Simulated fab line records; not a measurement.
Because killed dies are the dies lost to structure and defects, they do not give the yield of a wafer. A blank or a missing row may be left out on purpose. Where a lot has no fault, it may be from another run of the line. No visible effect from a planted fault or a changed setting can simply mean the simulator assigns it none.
Chamber matching | flow sky130 | 3 sister chambers for SKY_PASSIVATION_CVD_02 on pecvd-02
The step deposits Si3N4, target thk 540 nm. 6 wafers are shown with their chamber, then 7 later ones without.

== EACH WAFER AND ITS CHAMBER ==
wafer  | chamber | heater_power_w (W)
L802.1 | 1       | 915
L804.4 | 2       | 612
L806.4 | 2       | 703
L806.5 | 0       | 558
L809.3 | 1       | 851
L809.4 | 0       | 506

== WAFERS MISSING THEIR CHAMBER ==
wafer  | heater_power_w (W)
L809.5 | 873
L813.1 | 491
L813.2 | 760
L813.4 | 553
L820.4 | 675
L820.5 | 480
L820.6 | 942

== THE CHAMBER EACH PASSED THROUGH ==
wafer  | from the rows above     | in truth
L809.5 | 1                       | 1
L813.1 | 0                       | 0
L813.2 | can't be placed: 2 or 1 | 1
L813.4 | can't be placed: 0 or 2 | 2
L820.4 | 2                       | 2
L820.5 | 0                       | 0
L820.6 | 1                       | 1
Correct placement for 5 of the 7. From these rows, 2 cannot be placed; in 2 the true chamber is one of the candidates. Wrongly placed: 0.
How it was worked out, from the rows above alone: a wafer's distance from a chamber is the root of the sum, over the readings, of the square of ((its reading less the chamber's mean) divided by the reading's scatter). The wafer belongs to the nearest chamber; if the next one is less than 2 further off, it can't be placed. A chamber's mean is the mean of its shown wafers. The scatter: the root of (the sum of the squares of (reading less its chamber's mean) over the shown wafers, divided by (wafers less chambers)).
